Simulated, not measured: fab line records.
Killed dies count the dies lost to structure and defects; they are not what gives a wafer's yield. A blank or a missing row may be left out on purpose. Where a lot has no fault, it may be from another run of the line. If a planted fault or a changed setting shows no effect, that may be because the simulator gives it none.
fab line records	flow sky130
[record] lots = 13	wafers = 39	lastDay = 50
route steps=708 shown VT_ADJUST_HVTP@89 POLY_GATE@229 LDD_LDN@296
lots with no fault: from the same line, run without faults
startH: hours from the record's first day to the start of the lot's first wafer shown	waitH: hours since the lot's step before	" repeats the value in the row above	L1.1+2: a single row standing in for several wafers	- no value, or no start was given	* or withheld: withheld	< > ~ a bound
route shown NAME@n: names a module that has steps shown in the file, with the first one's number in the route	usual: mean/standard deviation of fault-free wafers	same: alike in all rows	chamber/n: place in a boat	sites: each site's reading	_std_site: the values' standard deviation	_edge_site: inner sites' mean taken away from outer sites' mean	radiusMm: for every site, how far away it sits from the centre of the wafer	mask NAME#n: copy n	behind: tool/chamber where the wafer was last shaped	hold: why the lot was held/for how many hours/how that ended	device: transistor that didn't switch, given as n, p or np	end of line: tests of these same wafers at the route's end	a step without rows: its recipe alone	killed: dies lost to structure and defects at the first sort, not the wafer's yield	map: the dies of a wafer, with x for killed, . for not killed, _ for no die there
set.NAME: the setting as run; set.NAME@STEP: as run at that earlier step	model.NAME: the simulator's own value behind a step, which no gauge read
steps of the route over a sample of lots; a table a step, a row a wafer
services: the hour from which a tool's chamber was out of use, counted from the record's first day as startH (under 0 if before that day), plus the number of hours and why
[[steps]]
[step SKY_VT_ADJUST_HVTP_EXPOSE_04]
[recipe] maskId = HVTPM	na = 0.6	sourceShape = conventional	sigmaOuter = 0.6	polarization = unpolarized	targetCdNm = 380	doseMj = 140
[usual] stageVelMmS = 500.02/0.26
[same] sigmaOuter = 0.6
lot.wafer	tool	chamber	startH	waitH	mask	stageVelMmS
L868.2	ilineStepper-02	0	121.75	-	HVTPM#0	500.34
L868.3	"	0	"	"	HVTPM#0	499.74
L868.6	"	0	"	"	HVTPM#0	499.76
L870.2	ilineStepper-02	0	130.00	-	HVTPM#0	500.08
L870.4	"	0	"	"	HVTPM#0	499.64
L870.6	"	0	"	"	HVTPM#0	499.97
L872.2	ilineStepper-01	0	146.78	-	NWM_COMPLEMENT#0	499.87
L872.4	"	0	"	"	NWM_COMPLEMENT#0	500.09
L872.5	"	0	"	"	NWM_COMPLEMENT#0	500.20
L873.3	ilineStepper-02	0	153.00	-	HVTPM#0	500.04
L873.4	"	0	"	"	HVTPM#0	500.10
L873.5	"	0	"	"	HVTPM#0	499.97
L881.3	ilineStepper-02	0	197.62	-	HVTPM#0	500.42
L881.4	"	0	"	"	HVTPM#0	500.26
L881.6	"	0	"	"	HVTPM#0	500.40
L883.4	ilineStepper-01	0	217.87	-	HVTPM#0	500.07
L883.5	"	0	"	"	HVTPM#0	500.39
L883.6	"	0	"	"	HVTPM#0	499.94
L884.1	ilineStepper-01	0	221.23	-	HVTPM#0	499.77
L884.3	"	0	"	"	HVTPM#0	499.78
L884.5	"	0	"	"	HVTPM#0	500.00
L885.1	ilineStepper-02	0	221.96	-	HVTPM#0	500.40
L885.3	"	0	"	"	HVTPM#0	500.40
L885.5	"	0	"	"	HVTPM#0	500.09
L886.3	ilineStepper-01	0	232.10	-	HVTPM#0	499.49
L886.5	"	0	"	"	HVTPM#0	499.42
L886.6	"	0	"	"	HVTPM#0	499.44
L887.1	ilineStepper-02	0	236.96	-	HVTPM#0	500.22
L887.2	"	0	"	"	HVTPM#0	500.53
L887.3	"	0	"	"	HVTPM#0	500.09
L888.3	ilineStepper-02	0	242.32	-	HVTPM#0	500.16
L888.4	"	0	"	"	HVTPM#0	499.85
L888.5	"	0	"	"	HVTPM#0	500.35
L889.1	ilineStepper-01	0	247.21	-	HVTPM#0	500.15
L889.3	"	0	"	"	HVTPM#0	500.44
L889.6	"	0	"	"	HVTPM#0	500.49
L890.1	ilineStepper-02	0	267.26	-	HVTPM#0	499.74
L890.2	"	0	"	"	HVTPM#0	499.86
L890.4	"	0	"	"	HVTPM#0	499.98
[step SKY_VT_ADJUST_HVTP_CD_MEAS_07]
[recipe] targetCdNm = 380
[usual] cdNm = 379.6/2.6
lot.wafer	tool	chamber	startH	waitH	cdNm
L868.2	cdSem-02	-	130.51	0.1	376.4
L868.3	"	-	"	"	379.6
L868.6	"	-	"	"	376.6
L870.2	cdSem-02	-	139.01	0.1	380.2
L870.4	"	-	"	"	380.9
L870.6	"	-	"	"	378.6
L872.2	cdSem-01	-	156.55	0.1	-
L872.4	"	-	"	"	-
L872.5	"	-	"	"	-
L873.3	cdSem-01	-	162.63	0.1	386.4
L873.4	"	-	"	"	384.1
L873.5	"	-	"	"	383.6
L881.3	cdSem-02	-	208.58	0.1	377.0
L881.4	"	-	"	"	374.8
L881.6	"	-	"	"	376.6
L883.4	cdSem-02	-	229.01	0.2	383.0
L883.5	"	-	"	"	381.1
L883.6	"	-	"	"	383.4
L884.1	cdSem-02	-	232.89	0.1	381.4
L884.3	"	-	"	"	382.8
L884.5	"	-	"	"	380.2
L885.1	cdSem-02	-	233.53	0.1	383.9
L885.3	"	-	"	"	382.0
L885.5	"	-	"	"	383.5
L886.3	cdSem-01	-	242.72	0.1	381.4
L886.5	"	-	"	"	381.5
L886.6	"	-	"	"	384.1
L887.1	cdSem-01	-	248.28	0.1	379.7
L887.2	"	-	"	"	378.9
L887.3	"	-	"	"	379.4
L888.3	cdSem-02	-	253.43	0.1	374.8
L888.4	"	-	"	"	380.1
L888.5	"	-	"	"	378.5
L889.1	cdSem-02	-	258.68	0.1	378.5
L889.3	"	-	"	"	376.2
L889.6	"	-	"	"	378.0
L890.1	cdSem-01	-	279.48	0.1	382.2
L890.2	"	-	"	"	382.2
L890.4	"	-	"	"	383.0
[step SKY_VT_ADJUST_HVTP_TW_MEAS_11]
[usual] VT_ADJUST_HVTP_TW = 1352/10
lot.wafer	tool	chamber	startH	waitH	VT_ADJUST_HVTP_TW
L868.2	filmMetro-04	-	130.90	0.1	1365
L868.3	"	-	"	"	1368
L868.6	"	-	"	"	1373
L870.2	filmMetro-02	-	139.40	0.1	1346
L870.4	"	-	"	"	1342
L870.6	"	-	"	"	1352
L872.2	filmMetro-02	-	156.95	0.1	30
L872.4	"	-	"	"	30
L872.5	"	-	"	"	30
L873.3	filmMetro-02	-	163.01	0.1	1350
L873.4	"	-	"	"	1354
L873.5	"	-	"	"	1354
L881.3	filmMetro-02	-	208.96	0.1	1358
L881.4	"	-	"	"	1360
L881.6	"	-	"	"	1360
L883.4	filmMetro-01	-	229.39	0.1	1358
L883.5	"	-	"	"	1357
L883.6	"	-	"	"	1353
L884.1	filmMetro-01	-	233.29	0.1	1363
L884.3	"	-	"	"	1355
L884.5	"	-	"	"	1357
L885.1	filmMetro-01	-	233.94	0.1	1358
L885.3	"	-	"	"	1355
L885.5	"	-	"	"	1360
L886.3	filmMetro-01	-	243.11	0.1	1370
L886.5	"	-	"	"	1364
L886.6	"	-	"	"	1361
L887.1	filmMetro-02	-	248.69	0.1	1350
L887.2	"	-	"	"	1351
L887.3	"	-	"	"	1345
L888.3	filmMetro-01	-	253.81	0.1	1357
L888.4	"	-	"	"	1354
L888.5	"	-	"	"	1356
L889.1	filmMetro-02	-	259.09	0.1	1357
L889.3	"	-	"	"	1353
L889.6	"	-	"	"	1361
L890.1	filmMetro-04	-	279.89	0.1	1340
L890.2	"	-	"	"	1349
L890.4	"	-	"	"	1347
[step SKY_POLY_GATE_ETCH_15]
[recipe] chemistry = N2/H2	target = BARC	ionEnergyEv = 200	sourceW = 500	biasW = 100	pressureMtorr = 30	n2FlowSccm = 100	h2FlowSccm = 200	stopOn = SiO2	timeS = 118.5	targetDepthA = 1100
[usual] drypumpMotorCurrentA = 5.6/0.37	oesProductAu = 0.716/0.0044	throttleValvePct = 13.212/0.01
lot.wafer	tool	chamber	startH	waitH	drypumpMotorCurrentA	oesProductAu	rfHoursCounterH	throttleValvePct
L868.2	rieDiel-03	3	380.14	0.0	5.6	0.721	2	13.217
L868.3	"	2	"	"	4.8	0.708	96	13.200
L868.6	"	1	"	"	5.6	0.717	-	13.214
L870.2	rieDiel-04	1	389.64	0.0	5.7	0.718	8	13.196
L870.4	"	2	"	"	5.6	0.712	61	13.214
L870.6	"	0	"	"	5.7	0.723	-	13.221
L872.2	rieDiel-03	1	415.45	0.0	5.6	0.705	34	13.207
L872.4	"	3	"	"	5.6	0.721	3	13.213
L872.5	"	2	"	"	4.8	0.714	-	13.213
L873.3	rieDiel-02	2	428.39	0.0	5.8	0.722	51	13.218
L873.4	"	1	"	"	5.9	0.713	9	13.213
L873.5	"	1	"	"	6.0	0.720	-	13.200
L881.3	rieDiel-02	1	491.18	0.1	5.9	0.720	-	13.220
L881.4	"	3	"	"	5.3	0.712	-	13.212
L881.6	"	3	"	"	5.3	0.720	-	13.206
L883.4	rieDiel-03	1	520.05	0.0	5.6	0.722	37	13.202
L883.5	"	1	"	"	5.6	0.718	-	13.190
L883.6	"	2	"	"	4.8	0.715	-	13.231
L884.1	rieDiel-04	1	524.19	0.0	5.7	0.718	10	13.227
L884.3	"	2	"	"	5.6	0.709	63	13.206
L884.5	"	2	"	"	5.6	0.721	-	13.202
L885.1	rieDiel-03	2	529.19	0.0	4.8	0.719	1	13.220
L885.3	"	3	"	"	5.6	0.719	5	13.205
L885.5	"	2	"	"	4.8	0.715	-	13.237
L886.3	rieDiel-04	3	537.04	0.0	5.4	0.718	13	13.219
L886.5	"	3	"	"	5.4	0.719	-	13.219
L886.6	"	0	"	"	5.7	0.713	-	13.218
L887.1	rieDiel-04	1	545.14	0.0	5.7	0.718	10	13.213
L887.2	"	3	"	"	5.4	0.717	13	13.198
L887.3	"	0	"	"	5.7	0.719	77	13.212
L888.3	rieDiel-04	0	557.34	0.0	5.7	0.712	78	13.220
L888.4	"	1	"	"	5.7	0.718	11	13.201
L888.5	"	0	"	"	5.6	0.719	-	13.200
L889.1	rieDiel-02	0	562.44	0.0	6.2	0.718	1	13.192
L889.3	"	3	"	"	5.3	0.704	3	13.192
L889.6	"	0	"	"	6.2	0.711	-	13.215
L890.1	rieDiel-04	2	582.50	0.0	5.6	0.726	64	13.220
L890.2	"	3	"	"	5.4	0.717	14	13.211
L890.4	"	3	"	"	5.4	0.717	-	13.226
[step SKY_POLY_GATE_CD_MEAS_22]
[usual] cdNm = 150.0/2.2
lot.wafer	tool	chamber	startH	waitH	cdNm
L868.2	cdSem-01	-	382.97	0.1	150.0
L868.3	"	-	"	"	147.8
L868.6	"	-	"	"	151.0
L870.2	cdSem-01	-	391.50	0.1	148.1
L870.4	"	-	"	"	151.4
L870.6	"	-	"	"	149.4
L872.2	cdSem-02	-	418.48	0.1	153.9
L872.4	"	-	"	"	149.2
L872.5	"	-	"	"	147.8
L873.3	cdSem-02	-	430.14	0.1	155.2
L873.4	"	-	"	"	151.2
L873.5	"	-	"	"	151.6
L881.3	cdSem-02	-	492.98	0.1	149.8
L881.4	"	-	"	"	145.7
L881.6	"	-	"	"	146.4
L883.4	cdSem-01	-	521.83	0.1	149.8
L883.5	"	-	"	"	150.1
L883.6	"	-	"	"	148.5
L884.1	cdSem-01	-	526.18	0.1	152.1
L884.3	"	-	"	"	153.2
L884.5	"	-	"	"	151.7
L885.1	cdSem-01	-	530.92	0.1	149.9
L885.3	"	-	"	"	151.1
L885.5	"	-	"	"	150.3
L886.3	cdSem-01	-	538.80	0.1	146.4
L886.5	"	-	"	"	148.0
L886.6	"	-	"	"	148.4
L887.1	cdSem-02	-	546.90	0.1	150.9
L887.2	"	-	"	"	147.3
L887.3	"	-	"	"	148.5
L888.3	cdSem-01	-	559.11	0.1	150.3
L888.4	"	-	"	"	151.9
L888.5	"	-	"	"	151.1
L889.1	cdSem-02	-	564.33	0.1	150.2
L889.3	"	-	"	"	147.1
L889.6	"	-	"	"	150.6
L890.1	cdSem-01	-	586.33	0.1	150.2
L890.2	"	-	"	"	151.7
L890.4	"	-	"	"	150.2
[step SKY_LDD_LDN_OVL_MEAS_07]
[usual] LDD_LDN_OVL = -0.3/1.5
lot.wafer	tool	chamber	startH	waitH	LDD_LDN_OVL[nm]
L868.2	overlay-02	-	537.19	0.1	-3.3
L868.3	"	-	"	"	-3.5
L868.6	"	-	"	"	-1.7
L870.2	overlay-02	-	545.70	0.1	-0.8
L870.4	"	-	"	"	-0.3
L870.6	"	-	"	"	-1.3
L872.2	overlay-01	-	574.34	0.1	0.2
L872.4	"	-	"	"	-1.4
L872.5	"	-	"	"	-1.3
L873.3	overlay-01	-	583.55	0.1	2.4
L873.4	"	-	"	"	1.6
L873.5	"	-	"	"	0.1
L881.3	overlay-01	-	642.25	0.1	1.4
L881.4	"	-	"	"	2.3
L881.6	"	-	"	"	0.6
L883.4	overlay-02	-	670.61	0.1	0.1
L883.5	"	-	"	"	-0.3
L883.6	"	-	"	"	0.4
L884.1	overlay-02	-	673.79	0.1	0.3
L884.3	"	-	"	"	-0.9
L884.5	"	-	"	"	-0.2
L885.1	overlay-02	-	678.34	0.1	-1.5
L885.3	"	-	"	"	-1.5
L885.5	"	-	"	"	-2.1
L886.3	overlay-02	-	686.00	0.1	-0.6
L886.5	"	-	"	"	0.5
L886.6	"	-	"	"	-1.5
L887.1	overlay-01	-	693.48	0.1	2.1
L887.2	"	-	"	"	-0.3
L887.3	"	-	"	"	1.3
L888.3	overlay-01	-	704.14	0.1	-1.3
L888.4	"	-	"	"	-3.2
L888.5	"	-	"	"	-1.9
L889.1	overlay-02	-	709.38	0.1	2.0
L889.3	"	-	"	"	1.5
L889.6	"	-	"	"	1.0
L890.1	overlay-01	-	731.48	0.1	-2.4
L890.2	"	-	"	"	-1.2
L890.4	"	-	"	"	0.2
[[services]]
tool	chamber	startH	hours	kind
rieDiel-02	3	102.02	13.7	repair
rieDiel-03	2	119.87	11.3	repair
ilineStepper-01	-	155.22	2.1	pm
ilineStepper-01	-	163.57	4.9	repair
rieDiel-03	-	164.81	1.0	repair
ilineStepper-01	-	168.51	1.7	pm
rieDiel-04	-	240.70	0.4	repair
rieDiel-03	0	249.58	1.6	repair
rieDiel-04	2	256.17	7.5	repair
ilineStepper-02	-	259.97	1.7	pm
rieDiel-04	3	266.72	36.8	repair
rieDiel-03	3	277.20	2.9	repair
rieDiel-02	-	308.98	0.2	repair
rieDiel-02	3	310.50	7.9	repair
rieDiel-04	-	321.46	14.6	pm
rieDiel-04	2	341.58	7.6	repair
rieDiel-03	2	366.89	10.1	repair
rieDiel-03	0	379.24	5.6	repair
ilineStepper-01	-	386.67	1.7	pm
rieDiel-04	1	420.38	10.1	repair
rieDiel-03	0	446.75	5.3	repair
ilineStepper-02	-	478.15	1.7	pm
rieDiel-03	3	548.94	8.1	repair
ilineStepper-01	-	551.03	5.7	repair
[[key]]
[firstSign] step = SKY_VT_ADJUST_HVTP_EXPOSE_04	reading = mask	direction = changed
[effect] step = SKY_VT_ADJUST_HVTP_CD_MEAS_07	reading = cdNm	direction = missing
[effect] step = SKY_VT_ADJUST_HVTP_TW_MEAS_11	reading = VT_ADJUST_HVTP_TW	direction = down	sigmas = 99+	usual = 1352	struck = 30
metAt SKY_VT_ADJUST_HVTP_EXPOSE_04
struckLots L872
sortLeftOut L872.2,L872.4,L872.5
testerLeftOut L872
notActingAt SKY_POLY_GATE_ETCH_15,SKY_POLY_GATE_CD_MEAS_22,SKY_LDD_LDN_OVL_MEAS_07
[fault] kind = wrongMask	tool = any	chamber = -	onsetH = 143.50	steps = SKY_VT_ADJUST_HVTP_EXPOSE_04	auxCopy = NWM_COMPLEMENT#0	scope = struckLotsOnly
// testerLeftOut: of these lots the tester's yield and bins aren't shown, on N5 and GAA mostly nor the transistor test; their killed dies are dies lost to structure and defects alone, not to doping, threshold or leakage, so they don't give the yield
// sortLeftOut: the simulated sort isn't trusted on such a fault, so these wafers' sort isn't shown, and their yield isn't known
